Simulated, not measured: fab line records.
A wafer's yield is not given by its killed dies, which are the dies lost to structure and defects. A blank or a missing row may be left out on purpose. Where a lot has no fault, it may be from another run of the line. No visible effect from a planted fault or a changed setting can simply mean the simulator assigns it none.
fab line records | flow gf180mcu
record: lots: 5 wafers: 23
route steps=602 shown V4@498 MIM@508 V5@544 TOP_METAL@567 PASSIVATION@598
startH: hours from the record's opening day to when the first of the lot's shown wafers began | waitH: hours since the lot's step before | " same as the row above | L1.1+2: one row covering several wafers at once | - no value, or no start given | * or withheld: withheld | < > ~ a bound
route shown NAME@n: names a module that has steps shown in the file, with the first one's number in the route | usual: mean/standard deviation of fault-free wafers | same: alike in all rows | chamber/n: place in a boat | sites: readings site by site | _std_site: standard deviation across them | _edge_site: inner sites' mean taken away from outer sites' mean | radiusMm: for every site, how far away it sits from the centre of the wafer | mask NAME#n: copy n | behind: tool/chamber where the wafer was last shaped | hold: cause of the lot's hold/its duration in hours/its outcome | device: which transistor (n, p or np) failed to switch | end of line: at the end of the route, the tests of the same wafers | a step given without rows: its recipe and nothing more | killed: at the first sort, the dies lost to defects and structure; wafer yield is something else | map: per-die view of a wafer (x killed, . not killed, _ where there is no die)
set.NAME: setting as actually run; set.NAME@STEP: the setting as run at that earlier step | model.NAME: the simulator's own value behind a step, which no gauge read
lots with deliberately changed settings; one table per step, one row per wafer
== steps ==
step: GF_V4_SPUTTER_22
recipe: material: TiN targetThkNm: 10 chamberPressurePa: 5 powerW: 4000 timeS: 40
columns lot.wafer tool chamber startH waitH set.powerW model.TiN_of_V4_SPUTTER_22.thkNm
L077.1 pvdSputter-01 - 588.98 0.0 4000 10.23
L077.2 " - " " 4000 10.21
L077.4 " - " " 4306 10.71
L077.5 " - " " 4306 10.96
L077.6 " - " " 4000 10.11
L079.1 pvdSputter-03 - 605.66 0.0 3613 9.148
L079.2 " - " " 4000 10.07
L079.3 " - " " 4000 10.01
L079.4 " - " " 3613 9.299
L079.5 " - " " 3613 9.089
L080.2 pvdSputter-03 - 613.81 0.0 4000 10.14
L080.3+6 " - " " 4000 10.07
L080.4 " - " " 4000 10.05
L080.5 " - " " 4000 10.08
L081.1 pvdSputter-04 - 621.36 0.0 3823 9.547
L081.2 " - " " 3823 9.553
L081.3 " - " " 4000 9.865
L081.4 " - " " 3823 9.439
L081.5 " - " " 4000 9.949
L082.2 pvdSputter-03 - 626.61 0.0 4000 10.18
L082.5 " - " " 4000 10.08
L082.6 " - " " 4000 10.07
step: GF_MIM_CVD_05
recipe: material: Si3N4 targetThkNm: 42 tempMaxC: 400 tempC: 385 timeS: 29.086 rfW: 450
columns lot.wafer tool chamber startH waitH set.timeS model.Si3N4_of_MIM_CVD_05.thkNm
L077.1 pecvd-03 2 589.83 0.0 30.44 43.84
L077.2 " 0 " " 30.44 43.85
L077.4 " 2 " " 30.44 44.75
L077.5 " 0 " " 29.086 41.95
L077.6 " 1 " " 29.086 42.15
L079.1 pecvd-02 2 606.51 0.0 29.086 41.51
L079.2 " 1 " " 29.086 41.41
L079.3 " 2 " " 29.086 42.18
L079.4 " 1 " " 29.086 41.48
L079.5 " 1 " " 29.086 41.92
L080.2 pecvd-02 1 614.66 0.0 29.086 41.43
L080.3 " 2 " " 27.64 40.59
L080.4 " 1 " " 27.64 40.16
L080.5 " 2 " " 29.086 42.51
L080.6 " 1 " " 29.086 41.68
L081.1 pecvd-02 2 622.21 0.0 27.33 39.46
L081.2 " 1 " " 29.086 41.47
L081.3 " 1 " " 27.33 40.02
L081.4 " 2 " " 29.086 42.94
L081.5 " 1 " " 29.086 42.15
L082.2 pecvd-02 2 627.46 0.0 29.086 42.46
L082.5 " 1 " " 29.086 42.24
L082.6 " 2 " " 29.086 42.29
step: GF_MIM_THK_MEAS_06
recipe: reads: Si3N4_of_MIM_CVD_05
usual: MIM_CVD_05_THK: 42.0/0.52
columns lot.wafer tool chamber startH waitH set.timeS@MIM_CVD_05 MIM_CVD_05_THK[nm]
L077.1 filmMetro-04 - 589.86 0.0 30.44 43.9
L077.2 " - " " 30.44 43.9
L077.4 " - " " 30.44 44.7
L077.5 " - " " 29.086 42.0
L077.6 " - " " 29.086 42.2
L079.1 filmMetro-02 - 606.56 0.0 29.086 41.5
L079.2 " - " " 29.086 41.4
L079.3 " - " " 29.086 42.2
L079.4 " - " " 29.086 41.4
L079.5 " - " " 29.086 41.9
L080.2 filmMetro-03 - 614.73 0.1 29.086 41.4
L080.3 " - " " 27.64 40.6
L080.4 " - " " 27.64 40.1
L080.5 " - " " 29.086 42.5
L080.6 " - " " 29.086 41.7
L081.1 filmMetro-04 - 622.26 0.0 27.33 39.5
L081.2 " - " " 29.086 41.5
L081.3 " - " " 27.33 40.0
L081.4 " - " " 29.086 42.9
L081.5 " - " " 29.086 42.2
L082.2 filmMetro-02 - 627.52 0.0 29.086 42.5
L082.5 " - " " 29.086 42.3
L082.6 " - " " 29.086 42.3
step: GF_MIM_SPUTTER_09
recipe: material: TiN targetThkNm: 35 powerW: 6500 timeS: 29.2 chamberPressurePa: 0.4
columns lot.wafer tool chamber startH waitH set.powerW model.TiN_of_MIM_SPUTTER_09.thkNm
L077.1 pvdSputter-04 - 589.99 0.0 6500 35.37
L077.2 " - " " 6500 35.6
L077.4 " - " " 6500 35.13
L077.5 " - " " 6500 35.34
L077.6 " - " " 6500 35.81
L079.1 pvdSputter-04 - 606.69 0.0 7133 38.92
L079.2 " - " " 7133 38.81
L079.3 " - " " 7133 38.49
L079.4 " - " " 6500 35.12
L079.5 " - " " 6500 35.3
L080.2 pvdSputter-04 - 614.85 0.0 6500 34.9
L080.3 " - " " 6048 32.89
L080.4 " - " " 6500 35.86
L080.5 " - " " 6048 33.07
L080.6 " - " " 6500 35.13
L081.1 pvdSputter-04 - 622.39 0.0 7274 39.69
L081.2 " - " " 6500 35.2
L081.3 " - " " 7274 39.37
L081.4 " - " " 6500 34.86
L081.5 " - " " 7274 39.58
L082.2 pvdSputter-04 - 627.64 0.0 6500 35.24
L082.5 " - " " 6500 35.52
L082.6 " - " " 6500 35.37
step: GF_V5_CMP_04
recipe: material: SiO2 downForcePsi: 4 platenRpm: 60 padVelocityMS: 0.94248
columns lot.wafer tool chamber startH waitH set.leaveAboveRefNm model.SiO2_of_V5_CVD_02.thkNm
L077.1 cmp-01 1 633.17 0.1 855 854.8
L077.2 " 3 " " 814.6 816.2
L077.4 " 0 " " 814.6 816.6
L077.6 " 1 " " 855 854.5
L077.5 " 2 " " 855 856.9
L079.3 cmp-01 2 650.29 0.0 855 855.9
L079.4 " 3 " " 855 856.3
L079.2 " 0 " " 799.4 800.9
L079.1 " 1 " " 855 854.3
L079.5 " 2 " " 799.4 800.6
L080.3+2 cmp-01 3,2 656.62 0.0 855 856.6
L080.4 " 1 " " 855 855
L080.5 " 3 " " 855 856.8
L080.6 " 0 " " 855 857.8
L081.3 cmp-01 3 664.36 0.0 831.8 831.9
L081.4 " 0 " " 855 858.1
L081.1 " 1 " " 855 853.3
L081.2 " 2 " " 831.8 834
L081.5 " 3 " " 855 856
L082.2 cmp-01 3 668.35 0.2 855 855.7
L082.6 " 1 " " 855 854.7
L082.5 " 2 " " 855 856.5
step: GF_V5_SOFTBAKE_10
recipe: tempC: 130 timeS: 60 resist: KrF
columns lot.wafer tool chamber startH waitH set.tempC
L077.1+6 lithoTrack-03 0 - - 130
L077.2+4+5 " 0 " " 128.1
L079.1+2+3+4+5 lithoTrack-02 0 - - 130
L080.2+6 lithoTrack-02 0 - - 130
L080.3+4+5 " 0 " " 127.9
L081.1+2+4 lithoTrack-01 0 - - 131.6
L081.3+5 " 0 " " 130
L082.2+5+6 lithoTrack-03 0 - - 130
step: GF_V5_EXPOSE_11
recipe: maskId: Via5 targetCdNm: 260 na: 0.68 sourceShape: conventional sigmaOuter: 0.6 doseMj: 38
step: GF_V5_PEB_12
recipe: pebTempC: 135 pebTimeS: 90 resist: KrF
step: GF_V5_ETCH_16
recipe: chemistry: N2/H2 targetDepthA: withheld overetchA: withheld timeS: withheld target: BARC ionEnergyEv: 200 sourceW: 486.2 biasW: 100 pressureMtorr: 30 n2FlowSccm: 100 h2FlowSccm: 200
step: GF_V5_ETCH_17
recipe: chemistry: C4F8/O2/Ar maskMaterial: KrF target: SiO2 stopOn: TiN sourceW: 1500 biasW: 1200 pressureMtorr: 40 c4f8FlowSccm: withheld O2_flow_sccm: 6 Ar_flow_sccm: 300 timeS: withheld targetDepthA: 8550
usual: oesProductAu: 0.860/0.0045
columns lot.wafer tool chamber startH waitH set.leaveAboveRefNm@V5_CMP_04 oesProductAu
L077.1 rieDiel-04 3 - - 855 0.864
L077.2 " 1 " " 814.6 0.832
L077.4 " 1 " " 814.6 0.837
L077.5 " 3 " " 855 0.856
L077.6 " 0 " " 855 0.862
L079.1 rieDiel-01 0 - - 855 0.856
L079.2 " 1 " " 799.4 0.829
L079.3 " 3 " " 855 0.858
L079.4 " 2 " " 855 0.860
L079.5 " 2 " " 799.4 0.830
L080.2 rieDiel-03 2 - - 855 0.855
L080.3 " 3 " " 855 0.859
L080.4 " 1 " " 855 0.862
L080.5 " 0 " " 855 0.862
L080.6 " 1 " " 855 0.857
L081.1 rieDiel-04 2 - - 855 0.858
L081.2 " 3 " " 831.8 0.845
L081.3 " 1 " " 831.8 0.844
L081.4 " 0 " " 855 0.856
L081.5 " 3 " " 855 0.855
L082.2 rieDiel-01 2 - - 855 0.857
L082.5 " 3 " " 855 0.866
L082.6 " 2 " " 855 0.854
step: GF_TOP_METAL_SPUTTER_00
recipe: material: Ti targetThkNm: 37.5 arrivingIonEnergyEv: 80 substrateTempC: 200 chamberPressurePa: 2 powerW: 4000 timeS: 150
columns lot.wafer tool chamber startH waitH set.chamberPressurePa model.Ti_of_TOP_METAL_SPUTTER_00.thkNm
L077.1 pvdSputter-04 - 655.63 0.1 2.077 36.57
L077.2 " - " " 2.077 36.42
L077.4 " - " " 2.077 36.17
L077.5 " - " " 2.077 36.69
L077.6 " - " " 2.077 36.06
L079.1 pvdSputter-04 - 671.52 0.2 1.884 37.54
L079.2 " - " " 1.884 37.88
L079.3 " - " " 1.884 37.77
L079.4 " - " " 1.884 38.7
L079.5 " - " " 1.884 38.32
L080.2 pvdSputter-04 - 678.38 0.2 1.748 39.8
L080.3 " - " " 1.748 40.08
L080.4 " - " " 1.748 40.7
L080.5 " - " " 1.748 40.6
L080.6 " - " " 1.748 40.35
L081.1 pvdSputter-03 - 685.59 0.1 2.281 35.83
L081.2 " - " " 2.281 35.39
L081.3 " - " " 2.281 35.25
L081.4 " - " " 2.281 35.81
L081.5 " - " " 2.281 35.34
L082.2 pvdSputter-02 - 689.32 0.2 2 38.34
L082.5 " - " " 2 38.32
L082.6 " - " " 2 38.15
step: GF_TOP_METAL_EXPOSE_11
recipe: maskId: MetalTop targetCdNm: 440 na: 0.6 sourceShape: conventional sigmaOuter: 0.6 doseMj: 170
columns lot.wafer tool chamber startH waitH mask set.doseMj
L077.1+2+4+5+6 ilineStepper-02 0 - - MetalTop#0 170
L079.1+2+3+4+5 ilineStepper-02 0 - - MetalTop#0 170
L080.2+3 ilineStepper-01 0 - - MetalTop#0 170
L080.4+5+6 " 0 " " MetalTop#0 179.3
L081.1+3+4 ilineStepper-01 0 - - MetalTop#0 157.8
L081.2+5 " 0 " " MetalTop#0 170
L082.2+5+6 ilineStepper-01 0 - - MetalTop#0 170
step: GF_TOP_METAL_PEB_12
recipe: tempC: withheld timeS: * resist: NOVOLAK
step: GF_TOP_METAL_DEVELOP_13
recipe: developTimeS: 60 devTempC: 23
step: GF_TOP_METAL_CD_MEAS_14
recipe: targetCdNm: 440
usual: cdNm: 439.9/2
columns lot.wafer tool chamber startH waitH set.doseMj@TOP_METAL_EXPOSE_11 cdNm
L077.1 cdSem-01 - 674.88 0.1 170 438.4
L077.2 " - " " 170 437.1
L077.4 " - " " 170 441.0
L077.5 " - " " 170 437.5
L077.6 " - " " 170 439.7
L079.1 cdSem-01 - 690.58 0.1 170 441.8
L079.2 " - " " 170 439.6
L079.3 " - " " 170 440.4
L079.4 " - " " 170 441.8
L079.5 " - " " 170 440.7
L080.2 cdSem-01 - 697.70 0.1 170 441.0
L080.3 " - " " 170 440.8
L080.4 " - " " 179.3 426.8
L080.5 " - " " 179.3 426.6
L080.6 " - " " 179.3 425.4
L081.1 cdSem-01 - 703.66 0.1 157.8 463.7
L081.2 " - " " 170 442.6
L081.3 " - " " 157.8 461.1
L081.4 " - " " 157.8 464.3
L081.5 " - " " 170 439.4
L082.2 cdSem-01 - 707.90 0.1 170 436.1
L082.5 " - " " 170 435.2
L082.6 " - " " 170 435.7
step: GF_TOP_METAL_METAL_ETCH_16
recipe: chemistry: Cl2/BCl3 maskMaterial: NOVOLAK targetDepthNm: 1077.5 stopOn: SiO2 pressureMtorr: 8 icpW: 800 biasW: 140 Cl2_flow_sccm: 80 bcl3FlowSccm: 40 timeS: 179.6
columns lot.wafer tool chamber startH waitH set.timeS model.NOVOLAK_of_TOP_METAL_COAT_09.thkNm
L077.1 rieMetal-02 1 675.03 0.0 179.6 1072
L077.2 " 0 " " 195.3 1039
L077.4 " 1 " " 179.6 1066
L077.5 " 1 " " 195.3 1035
L077.6 " 0 " " 179.6 1082
L079.1 rieMetal-01 1 690.73 0.0 179.6 1075
L079.2 " 0 " " 179.6 1070
L079.3 " 0 " " 158.4 1120
L079.4 " 1 " " 179.6 1074
L079.5 " 0 " " 158.4 1124
L080.2+3+6 rieMetal-02 1 697.83 0.0 179.6 -
L080.4+5 " 0 " " 197.5 -
L081.1+2+3 rieMetal-03 0,1,1 703.81 0.0 179.6 -
L081.4+5 " 0 " " 187.4 -
L082.2+5 rieMetal-02 0 708.03 0.0 179.6 1083
L082.6 " 1 " " 179.6 1075
step: GF_TOP_METAL_STRIP_17
recipe: chemistry: O2/N2 powerW: 1400 pressureMtorr: 1500 platenTempC: 250 o2FlowSccm: 3000 n2FlowSccm: 300 overashFraction: 0.5
usual: stripTimeToEndpointS: 13.46/0.11
columns lot.wafer tool chamber startH waitH set.timeS@TOP_METAL_METAL_ETCH_16 stripTimeToEndpointS
L077.1 plasmaAsher-01 1 675.27 0.2 179.6 13.46
L077.2 " 0 " " 195.3 13.13
L077.4 " 1 " " 179.6 13.39
L077.5 " 1 " " 195.3 13.07
L077.6 " 0 " " 179.6 13.61
L079.1 plasmaAsher-02 0 690.91 0.1 179.6 13.50
L079.2 " 1 " " 179.6 13.47
L079.3 " 0 " " 158.4 14.04
L079.4 " 1 " " 179.6 13.51
L079.5 " 1 " " 158.4 14.10
L080.2 plasmaAsher-02 1 698.01 0.1 179.6 13.45
L080.3 " 1 " " 179.6 13.50
L080.4 " 0 " " 197.5 13.09
L080.5 " 0 " " 197.5 13.15
L080.6 " 1 " " 179.6 13.45
L081.1 plasmaAsher-01 1 703.99 0.1 179.6 13.43
L081.2 " 0 " " 179.6 13.25
L081.3 " 1 " " 179.6 13.24
L081.4 " 0 " " 187.4 13.21
L081.5 " 1 " " 187.4 13.12
L082.2 plasmaAsher-02 1 708.21 0.1 179.6 13.60
L082.5 " 0 " " 179.6 13.61
L082.6 " 1 " " 179.6 13.53
step: GF_PASSIVATION_ETCH_11
recipe: chemistry: CF4/O2 targetDepthNm: 1800 stopOn: TiN sourceW: 800 biasW: 150 pressureMtorr: 150 cf4FlowSccm: 80 O2_flow_sccm: 10 timeS: 400
columns lot.wafer tool chamber startH waitH set.timeS model.coat_of_PASSIVATION_COAT_06.thkNm
L077.1 rieDiel-02 0 695.31 - 400 2818
L077.2 " 2 " " 365.6 2895
L077.4 " 1 " " 365.6 2890
L077.5 " 0 " " 400 2820
L077.6 " 2 " " 365.6 2898
L079.1 rieDiel-02 1 710.51 - 426 2716
L079.2+3 " 0,2 " " 400 2791
L079.4 " 3 " " 400 2822
L079.5 " 3 " " 426 2745
L080.2 rieDiel-03 3 716.26 - 400 2813
L080.3 " 2 " " 400 2826
L080.4 " 0 " " 400 2819
L080.5 " 3 " " 376.9 2870
L080.6 " 2 " " 376.9 2901
L081.1 rieDiel-02 3 723.26 - 372.2 2890
L081.2 " 1 " " 400 2770
L081.3 " 2 " " 372.2 2862
L081.4 " 0 " " 400 2798
L081.5 " 1 " " 372.2 2858
L082.2+6 rieDiel-03 2,0 726.81 - 400 2818
L082.5 " 1 " " 400 2800
step: GF_PASSIVATION_STRIP_12
recipe: chemistry: O2/N2 powerW: 1400 pressureMtorr: 1500 platenTempC: 250 o2FlowSccm: 3000 n2FlowSccm: 300 overashFraction: 0.5
usual: stripTimeToEndpointS: 34.80/0.22
columns lot.wafer tool chamber startH waitH set.timeS@PASSIVATION_ETCH_11 stripTimeToEndpointS
L077.1 plasmaAsher-01 1 695.55 0.1 400 34.99
L077.2 " 0 " " 365.6 35.86
L077.4 " 1 " " 365.6 35.82
L077.5 " 0 " " 400 35.02
L077.6 " 1 " " 365.6 35.90
L079.1 plasmaAsher-02 0 710.75 0.1 426 33.82
L079.2 " 1 " " 400 34.67
L079.3 " 0 " " 400 34.69
L079.4 " 1 " " 400 35.03
L079.5 " 1 " " 426 34.17
L080.2 plasmaAsher-02 1 716.50 0.1 400 34.92
L080.3 " 1 " " 400 35.09
L080.4 " 0 " " 400 35.00
L080.5 " 0 " " 376.9 35.56
L080.6 " 1 " " 376.9 35.95
L081.1 plasmaAsher-04 0 723.49 0.1 372.2 35.82
L081.2 " 1 " " 400 34.41
L081.3 " 1 " " 372.2 35.48
L081.4 " 0 " " 400 34.74
L081.5 " 1 " " 372.2 35.43
L082.2 plasmaAsher-04 1 727.04 0.1 400 34.98
L082.5 " 1 " " 400 34.77
L082.6 " 0 " " 400 35.00
== key ==
split: step: GF_V4_SPUTTER_22 setting: powerW stated: 4000 by: wafer
response: step: GF_V4_SPUTTER_22 reading: model.TiN_of_V4_SPUTTER_22.thkNm change: +0.0878 per: 1% r: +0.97
split: step: GF_MIM_CVD_05 setting: timeS stated: 29.086 by: wafer
response: step: GF_MIM_CVD_05 reading: model.Si3N4_of_MIM_CVD_05.thkNm change: +0.386 per: 1% r: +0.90
response: step: GF_MIM_THK_MEAS_06 reading: MIM_CVD_05_THK change: +0.384 per: 1% r: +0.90
split: step: GF_MIM_SPUTTER_09 setting: powerW stated: 6500 by: wafer
response: step: GF_MIM_SPUTTER_09 reading: model.TiN_of_MIM_SPUTTER_09.thkNm change: +0.366 per: 1% r: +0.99
split: step: GF_V5_CMP_04 setting: leaveAboveRefNm stated: 855 by: wafer
response: step: GF_V5_CMP_04 reading: model.SiO2_of_V5_CVD_02.thkNm change: +8.36 per: 1% r: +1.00
response: step: GF_V5_ETCH_17 reading: oesProductAu change: +0.0047 per: 1% r: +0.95
split: step: GF_V5_SOFTBAKE_10 setting: tempC stated: 130 by: wafer
response none clear
split: step: GF_TOP_METAL_SPUTTER_00 setting: chamberPressurePa stated: 2 by: lot
response: step: GF_TOP_METAL_SPUTTER_00 reading: model.Ti_of_TOP_METAL_SPUTTER_00.thkNm change: -0.174 per: 1% r: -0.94
split: step: GF_TOP_METAL_EXPOSE_11 setting: doseMj stated: 170 by: wafer
response: step: GF_TOP_METAL_CD_MEAS_14 reading: cdNm change: -2.93 per: 1% r: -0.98
split: step: GF_TOP_METAL_METAL_ETCH_16 setting: timeS stated: 179.6 by: wafer
response: step: GF_TOP_METAL_METAL_ETCH_16 reading: model.NOVOLAK_of_TOP_METAL_COAT_09.thkNm change: -4.15 per: 1% r: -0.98
response: step: GF_TOP_METAL_STRIP_17 reading: stripTimeToEndpointS change: * per: 1% r: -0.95
split: step: GF_PASSIVATION_ETCH_11 setting: timeS stated: 400 by: wafer
response: step: GF_PASSIVATION_ETCH_11 reading: model.coat_of_PASSIVATION_COAT_06.thkNm change: -10.6 per: 1% r: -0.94
response: step: GF_PASSIVATION_STRIP_12 reading: stripTimeToEndpointS change: * per: 1% r: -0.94
